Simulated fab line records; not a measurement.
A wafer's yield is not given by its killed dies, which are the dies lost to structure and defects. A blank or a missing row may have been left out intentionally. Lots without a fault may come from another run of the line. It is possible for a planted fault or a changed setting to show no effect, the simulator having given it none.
A lot that was struck, set against a sound lot -- flow sfqLine -- 14 out of 325 route steps
Sound: wafers L518.2, L518.3, L518.5. Struck: wafer L519.3. (L519.2, L519.5 of the same lot were not struck and are left out.) The cause comes at the end.
Each step with rows lists, per side, the tool, then ch with its chambers, then its first start. Under that, the readings that differ: sound wafers -- struck wafers -- difference of the means -- sigmas: that difference in standard deviations of wafers without a fault.
alike: readings with means less than 2 such deviations apart, plus words and numbers identical on both sides. not compared: withheld readings, readings lacking a value on some wafer, bounds such as >300 that could conceal the same value, and numbers that have no deviation in the record and whose values overlap.
The two part at a step that has a row with sigmas, a row that says differs or no value, or rows on one side only. Non-overlapping numbers with no deviation appear without sigmas and do not part them. Lack of a reading on every wafer of one side parts them only where that side has two or more wafers.

first, 2 steps without rows for these wafers: SFQ_TRILAYER_C5_STRIP_SOLV_CLEAN_156 (cleans in NMP, time 600 s); SFQ_TRILAYER_M6_DEP_PRE_CLEAN_158 (time 22.5 s).
SFQ_TRILAYER_M6_DEP_SPUTTER_157: material Nb, target thk 200 nm, time 133.3 s.
  sound on pvdSputter-05 at day 69 20:01; struck on pvdSputter-03 at day 69 22:33
  alike: substrateTempC, throttleValvePct
SFQ_M6_RS_MEAS_938: a four-point-probe measurement.
  sound on filmMetro-04 at day 69 20:07; struck on filmMetro-02 at day 69 22:40
  alike: M6_NB_RS
then, 6 steps without rows for these wafers: SFQ_TRILAYER_M6_LITHO_COAT_164 (resist thk 62 nm); SFQ_TRILAYER_M6_LITHO_COAT_159 (resist thk 600 nm); SFQ_TRILAYER_M6_LITHO_SOFTBAKE_163; SFQ_TRILAYER_M6_LITHO_EXPOSE_160 (exposes mask M6, target cd 500 nm); SFQ_TRILAYER_M6_LITHO_PEB_162 (peb time 60 s); SFQ_TRILAYER_M6_LITHO_DEVELOP_161 (time 60 s).
SFQ_M6_OVL_MEAS_940:
  sound on overlay-02 at day 69 23:34; struck on overlay-02 at day 70 03:32
  alike: M6_OVL
SFQ_TRILAYER_M6_BARC_OPEN_METAL_ETCH_206: etches BARC in O2, target depth 125 nm, time 41.7 s.
  sound on rieMetal-02 ch 1, day 69 23:35; struck on rieMetal-02 ch 0, day 70 03:34
reading,sound,struck,difference,sigmas
drypumpMotorCurrentA (A),6.4 6.4 6.4,5.3,-1.1,-2
oesProductAu (a.u.),0.691 0.676 0.690,0.763,+0.077,+18
runLengthS (s),69.5 69.8 69.5,64.4,-5.2,-12
model.KrF_of_TRILAYER_M6_LITHO_COAT_159.thkNm (nm),522.6 521.5 523.3,527.6,+5.1,
  not compared: biasW, rfHoursCounterH
SFQ_TRILAYER_M6_ETCH_METAL_ETCH_162: etches Nb in Cl2/Ar, stops on SiO2, target depth 240 nm, time 120 s.
  sound on rieMetal-02 ch 1, day 69 23:39; struck on rieMetal-02 ch 0, day 70 03:37
reading,sound,struck,difference,sigmas
drypumpMotorCurrentA (A),6.4 6.4 6.4,5.3,-1.1,-2
  alike: biasW, oesProductAu, runLengthS
  not compared: rfHoursCounterH, model.KrF_of_TRILAYER_M6_LITHO_COAT_159.thkNm
SFQ_TRILAYER_M6_STRIP_STRIP_163: strips in O2.
  sound on rieMetal-02 ch 1, day 69 23:47; struck on rieMetal-02 ch 0, day 70 03:45
reading,sound,struck,difference,sigmas
drypumpMotorCurrentA (A),6.5 6.5 6.5,5.3,-1.2,-3
oesProductAu (a.u.),0.997 0.990 0.989,1.010,+0.018,+2
  not compared: rfHoursCounterH

== WHERE THEY PART ==
Last at SFQ_TRILAYER_M6_STRIP_STRIP_163 as far as this record goes, first at SFQ_TRILAYER_M6_BARC_OPEN_METAL_ETCH_206.

WHY: the cause the simulator had injected
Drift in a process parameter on rieMetal-02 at SFQ_TRILAYER_M6_BARC_OPEN_METAL_ETCH_206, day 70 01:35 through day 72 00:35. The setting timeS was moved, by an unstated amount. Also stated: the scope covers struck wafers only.
